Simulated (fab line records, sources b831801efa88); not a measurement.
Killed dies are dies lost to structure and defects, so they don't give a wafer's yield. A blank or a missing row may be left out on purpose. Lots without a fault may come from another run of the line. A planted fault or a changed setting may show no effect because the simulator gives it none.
Which tool did it? | flow sky130 | 14 lots, 42 wafers sampled, at 4 steps of a route of 708

WHAT THE GAUGES READ, wafer by wafer
SKY_VT_ADJUST_HVTR_TW_MEAS_11. Usual: VT_ADJUST_HVTR_TW 211.7, standard deviation 1.4.
lot  | measured     | on            | VT_ADJUST_HVTR_TW | flag
L531 | day 9 06:32  | film_metro-02 | 210.1 209.0 211.1 |
L532 | day 9 20:28  | film_metro-04 | 213.0 211.1 212.2 |
L533 | day 10 04:16 | film_metro-02 | 212.5 213.0 213.0 |
L539 | day 11 18:02 | film_metro-03 | 210.4 209.8 212.6 |
L540 | day 12 04:43 | film_metro-04 | 213.8 212.8 212.8 |
L544 | day 13 10:32 | film_metro-04 | 213.0 213.2 212.4 |
L546 | day 14 05:11 | film_metro-03 | 209.2 210.0 209.1 |
L547 | day 14 18:48 | film_metro-02 | 210.3 211.6 212.7 |
L548 | day 15 02:18 | film_metro-02 | 211.7 211.0 211.3 |
L549 | day 15 07:55 | film_metro-03 | 209.1 209.6 209.7 |
L550 | day 15 08:46 | film_metro-03 | 210.2 209.5 210.3 |
L551 | day 15 20:11 | film_metro-03 | 211.0 210.6 208.0 |
L553 | day 16 05:22 | film_metro-03 | 211.2 211.3 210.3 |
L554 | day 16 13:39 | film_metro-04 | 212.0 212.9 212.2 |

SKY_POLY_GATE_THK_MEAS_04. Usual: POLY_GATE_CVD_03_THK 74.9 nm, standard deviation 0.59.
lot  | measured     | on            | POLY_GATE_CVD_03_THK (nm) | flag
L531 | day 14 22:08 | film_metro-04 | 76.2 75.8 75.5            |
L532 | day 15 11:38 | film_metro-01 | 73.8 74.0 73.7            |
L533 | day 16 02:55 | film_metro-02 | 74.6 74.8 75.0            |
L544 | day 19 22:03 | film_metro-04 | 75.0 74.5 74.9            |
L546 | day 20 20:49 | film_metro-02 | 75.5 75.3 75.7            |
L547 | day 21 10:50 | film_metro-01 | 75.3 74.8 75.0            |
L548 | day 22 09:58 | film_metro-02 | 74.2 74.4 74.3            |
L549 | day 22 09:57 | film_metro-01 | 75.3 75.0 74.6            |
L550 | day 22 09:56 | film_metro-04 | 74.4 75.1 74.6            |
L551 | day 22 14:38 | film_metro-01 | 75.4 75.4 75.9            |
L553 | day 23 00:12 | film_metro-02 | 75.3 75.4 75.2            |
L554 | day 23 11:32 | film_metro-02 | 74.0 73.6 74.0            |

WHICH TOOL RAN EACH LOT (tool, then ch and the chambers of the sampled wafers, then the start)
lot  | SKY_DNWELL_STRIP_08                 | SKY_SONOS_ONO_EXPOSE_10
L531 | plasma_asher-01 ch 0,1, day 3 00:37 | iline_stepper-01 ch 0, day 11 20:58
L532 | plasma_asher-04 ch 0,1, day 3 11:49 | iline_stepper-02 ch 0, day 12 11:39
L533 | plasma_asher-02 ch 0,1, day 3 16:58 | iline_stepper-02 ch 0, day 12 19:35
L539 | plasma_asher-01 ch 0,1, day 4 20:53 | iline_stepper-02, day 14 16:13
L540 | plasma_asher-02 ch 0,1, day 5 04:37 | iline_stepper-02, day 15 00:53
L544 | plasma_asher-04 ch 0,1, day 5 23:59 | iline_stepper-02 ch 0, day 16 11:47
L546 | plasma_asher-01 ch 0,1, day 6 14:56 | iline_stepper-01 ch 0, day 17 09:01
L547 | plasma_asher-04 ch 0,1, day 6 21:44 | iline_stepper-01 ch 0, day 17 22:40
L548 | plasma_asher-04 ch 0,1, day 7 05:19 | iline_stepper-01 ch 0, day 18 05:31
L549 | plasma_asher-02 ch 1, day 7 09:56   | iline_stepper-02 ch 0, day 18 14:41
L550 | plasma_asher-02 ch 1, day 7 10:54   | iline_stepper-01 ch 0, day 18 14:22
L551 | plasma_asher-02 ch 0,1, day 7 16:37 | iline_stepper-02 ch 0, day 19 02:53
L553 | plasma_asher-01 ch 0,1, day 8 01:51 | iline_stepper-02 ch 0, day 19 13:29
L554 | plasma_asher-04 ch 0,1, day 8 10:00 | iline_stepper-01 ch 0, day 20 00:04
- SKY_DNWELL_STRIP_08: strips in O2/N2.
- SKY_SONOS_ONO_EXPOSE_10: exposes mask ONOM, target cd 410 nm.

WHAT THE TOOLS THEMSELVES READ (means of the sampled wafers that have a number; where no wafer has one, the mark that the record gives instead)
SKY_DNWELL_STRIP_08. Usual: drypump_motor_current_A 5.7 A, standard deviation 0.56; oes_product_au 0.723 a.u., standard deviation 0.0044; strip_time_to_endpoint_s 36.94 s, standard deviation 0.12.
lot  | tool            | drypump_motor_current_A (A) | oes_product_au (a.u.) | strip_time_to_endpoint_s (s) | flag
L531 | plasma_asher-01 | 5.9                         | 0.720                 | 36.99                        |
L532 | plasma_asher-04 | 5.1                         | 0.725                 | 36.97                        |
L533 | plasma_asher-02 | 6.3                         | 0.721                 | 36.91                        |
L539 | plasma_asher-01 | 5.9                         | 0.723                 | 36.81                        |
L540 | plasma_asher-02 | 6.4                         | 0.724                 | 36.97                        |
L544 | plasma_asher-04 | 5.1                         | 0.723                 | 36.77                        |
L546 | plasma_asher-01 | 5.9                         | 0.719                 | 36.81                        |
L547 | plasma_asher-04 | 5.1                         | 0.722                 | 36.96                        |
L548 | plasma_asher-04 | 5.1                         | 0.725                 | 36.69                        |
L549 | plasma_asher-02 | 6.3                         | 0.724                 | 37.06                        |
L550 | plasma_asher-02 | 6.3                         | 0.720                 | 36.86                        |
L551 | plasma_asher-02 | 6.4                         | 0.723                 | 36.66                        |
L553 | plasma_asher-01 | 5.9                         | 0.723                 | 37.14                        |
L554 | plasma_asher-04 | 5.1                         | 0.722                 | 36.99                        |

SKY_SONOS_ONO_EXPOSE_10. Usual: exposure_dose_mJ_cm2 149.98, standard deviation 0.14; focus_offset_nm 0.0 nm, standard deviation 0.5.
lot  | tool             | exposure_dose_mJ_cm2 | focus_offset_nm (nm) | flag
L531 | iline_stepper-01 | 150.00               | -0.2                 |
L532 | iline_stepper-02 | 150.15               | -0.0                 |
L533 | iline_stepper-02 | 150.00               | 0.1                  |
L539 | iline_stepper-02 | -                    | -                    | OFF
L540 | iline_stepper-02 | -                    | -                    | OFF
L544 | iline_stepper-02 | 150.06               | -0.4                 |
L546 | iline_stepper-01 | 150.00               | -0.1                 |
L547 | iline_stepper-01 | 150.10               | -0.3                 |
L548 | iline_stepper-01 | 149.93               | -0.1                 |
L549 | iline_stepper-02 | 149.86               | 0.4                  |
L550 | iline_stepper-01 | 149.94               | 0.1                  |
L551 | iline_stepper-02 | 150.11               | -0.1                 |
L553 | iline_stepper-02 | 149.94               | -0.1                 |
L554 | iline_stepper-01 | 149.94               | -0.2                 |

THE ANSWER, worked out from the rows above alone
Rule: a lot is off if the mean of its wafers that have a number lies more than 3 standard deviations from the usual mean. A lot without any number at a reading at which 4 lots or more have one is off too. The other lots that the step has rows for count as sound. The gauges are gone through in route order, then the tools' own readings, and for those a lot's mean is taken as printed above. The first step at which some lot is off is used, and at that step the reading that is off furthest; a lot without a number counts as furthest.
Off: L539, L540, at SKY_SONOS_ONO_EXPOSE_10 (exposure_dose_mJ_cm2). Without a number there: L539, L540.
A tool fits if, at that step or a process step before it, it ran every lot that is off, and no sound lot after the first of them. None of those tried fits.

WHAT THE SIMULATOR HAD PUT IN
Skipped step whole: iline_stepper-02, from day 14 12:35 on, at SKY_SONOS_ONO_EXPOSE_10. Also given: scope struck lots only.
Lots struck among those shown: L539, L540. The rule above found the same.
